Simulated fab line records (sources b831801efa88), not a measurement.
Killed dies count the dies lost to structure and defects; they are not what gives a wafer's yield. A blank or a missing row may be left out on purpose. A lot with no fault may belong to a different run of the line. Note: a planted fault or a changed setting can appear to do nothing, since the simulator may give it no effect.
Which tool was responsible? ; flow gf180mcu ; Sampling: 14 lots, 40 wafers, 4 of 602 route steps

WHAT THE GAUGES SHOWED, per wafer
GF_LVPWELL_TW_MEAS_11. Usual: LVPWELL_TW typically reads 556, with standard deviation 4.2.
lot;measured;on;LVPWELL_TW;flag
L467;day 3 20:47;film metro-02;558 558 558;
L468;day 4 02:07;film metro-04;552 550 550;
L469;day 4 08:46;film metro-03;554 551 555;
L470;day 4 14:14;film metro-03;556 558 552;
L471;day 4 20:17;film metro-02;562 558 561;
L473;day 5 09:03;film metro-02;564 560 561;
L474;day 5 14:14;film metro-03;554 553 557;
L475;day 5 20:19;film metro-02;562 561 559;
L477;day 6 06:40;film metro-04;548 549 548;
L482;day 7 14:12;film metro-03;554 554;
L483;day 7 14:53;film metro-03;554 552;
L485;day 8 04:26;film metro-04;552 548 550;
L489;day 9 00:56;film metro-02;556 556 555;
L490;day 9 06:00;film metro-03;561 561 559;

GF_VT_IMPLANT_TW_MEAS_10. Usual: VT_IMPLANT_TW typically reads 564, with standard deviation 4.3.
lot;measured;on;VT_IMPLANT_TW;flag
L467;day 5 14:02;film metro-02;564 565 566;
L468;day 5 20:31;film metro-03;557 558 558;
L469;day 6 04:47;film metro-03;560 560 560;
L470;day 6 11:50;film metro-03;559 559 561;
L471;day 6 17:23;film metro-02;562 566 565;
L473;day 7 05:39;film metro-01;569 568 573;
L474;day 7 13:17;film metro-03;556 558 557;
L475;day 7 19:47;film metro-01;567 568 567;
L477;day 8 07:05;film metro-01;567 572 570;
L482;day 9 15:42;film metro-03;563 562;
L483;day 9 18:11;film metro-03;563 562;
L485;day 10 08:14;film metro-03;562 564 561;
L489;day 11 06:20;film metro-01;567 569 572;
L490;day 11 13:00;film metro-01;570 568 570;

GF_HV_LDD_TW_MEAS_11. Usual: HV_LDD_TW typically reads 2389, with standard deviation 20.
lot;measured;on;HV_LDD_TW;flag
L467;day 10 00:10;film metro-03;2409 2413 2419;
L468;day 10 09:55;film metro-04;2371 2365 2367;
L469;day 10 19:04;film metro-04;2369 2363 2381;
L470;day 11 02:41;film metro-04;2383 2373 2377;
L471;day 11 13:56;film metro-04;2379 2355 2360;
L473;day 11 22:20;film metro-03;2405 2394 2415;
L474;day 12 04:50;film metro-04;2373 2367 2373;
L475;day 12 15:38;film metro-02;2414 2426 2415;
L477;day 13 02:35;film metro-04;2368 2362 2364;
L482;day 14 19:41;film metro-02;2415 2430;
L483;day 14 21:34;film metro-03;2409 2403;
L485;day 15 16:39;film metro-02;2429 2417 2416;
L489;day 16 21:23;film metro-03;2403 2401 2399;
L490;day 17 04:10;film metro-04;2386 2388 2391;

WHICH TOOL RAN EACH LOT (tool, then ch and the chambers of the sampled wafers, then the start)
lot;GF_POLY_GATE_ETCH_13
L467;rie si-01 ch 1,2,3, day 9 03:55
L468;rie si-02 ch 0,1, day 9 14:34
L469;rie si-01 ch 0,3, day 9 22:34
L470;rie si-02 ch 0,3, day 10 06:40
L471;rie si-01 ch 0,1, day 10 16:34
L473;rie si-02 ch 0,3, day 11 00:11
L474;rie si-01 ch 1,2,3, day 11 08:26
L475;rie si-01 ch 0,2,3, day 11 17:58
L477;rie si-02 ch 0,1,2, day 12 05:52
L482;rie si-02 ch 0,3, day 13 19:37
L483;rie si-02 ch 2,3, day 13 22:04
L485;rie si-01 ch 0,1,3, day 14 15:43
L489;rie si-01 ch 0,2,3, day 15 20:37
L490;rie si-01 ch 1,2,3, day 16 03:05
- GF_POLY_GATE_ETCH_13: etches poly-Si in HBr/Cl2, stops on SiO2, target depth 198.5 nm, time 69.6 s.

AS READ BY THE TOOLS THEMSELVES (means over the sampled wafers that have a number; for cases with no such wafer, the mark the record gives instead)
GF_POLY_GATE_ETCH_13. Usual: bias w 100.00 W, standard deviation 0.29; drypump motor current A 5.5 A, standard deviation 0.45; oes product au 0.990 a.u., standard deviation 0.0088; run length s 97.9 s, standard deviation 0.41; throttle valve pct 33.683 %, standard deviation 0.0094.
lot;tool;bias w (W);drypump motor current A (A);oes product au (a.u.);run length s (s);throttle valve pct (%);flag
L467;rie si-01;100.16;5.7;0.985;98.3;33.687;
L468;rie si-02;100.20;5.6;1.000;97.9;33.693;
L469;rie si-01;100.02;5.9;0.990;98.1;33.687;
L470;rie si-02;100.02;5.4;0.984;97.7;33.682;
L471;rie si-01;100.06;5.8;0.988;97.8;33.682;
L473;rie si-02;100.24;5.4;0.982;97.4;33.687;
L474;rie si-01;99.92;5.6;0.994;98.0;33.682;
L475;rie si-01;99.64;5.7;0.984;97.7;33.683;
L477;rie si-02;99.94;5.4;0.994;97.9;33.679;
L482;rie si-02;99.91;5.6;0.981;99.4;33.685;OFF
L483;rie si-02;100.26;4.9;0.987;99.2;33.683;OFF
L485;rie si-01;100.16;5.8;0.996;98.1;33.694;
L489;rie si-01;99.86;5.7;0.988;97.9;33.693;
L490;rie si-01;99.95;5.6;0.993;98.2;33.677;

THE ANSWER, worked out from the rows above alone
Rule: lot off if the mean of its wafers having a number is beyond 3 standard deviations from the usual mean. A lot without any number at a reading at which 4 lots or more have one is off too. Any other lot the step has rows for is counted as sound. After the gauges, taken in route order, come the tools' own readings; for these a lot's mean is taken, as printed above. At the first step where some lot is off, the reading lying furthest off is the one used; lots without a number count as furthest.
Off: L482, L483 (GF_POLY_GATE_ETCH_13, run length s).
If a tool, at that step or one of the process steps before it, ran each lot that is off and ran no sound lot following the first of them, it fits. One candidate fits, namely rie si-02 at GF_POLY_GATE_ETCH_13. Its last sound lot is L477 (day 12 05:52), its first lot that is off L482 (day 13 19:37): a fault that began between those two fits.
The tool's own readings at GF_POLY_GATE_ETCH_13 bear it out: on the lots that are off they differ by more than 5 times the standard deviation of the sound lots' means. run length s reads 99.3 s there against 97.9 s on the sound lots.

WHAT HAD BEEN PUT IN BY THE SIMULATOR
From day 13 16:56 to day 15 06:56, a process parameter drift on rie si-02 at GF_POLY_GATE_ETCH_13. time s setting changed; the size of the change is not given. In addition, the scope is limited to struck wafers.
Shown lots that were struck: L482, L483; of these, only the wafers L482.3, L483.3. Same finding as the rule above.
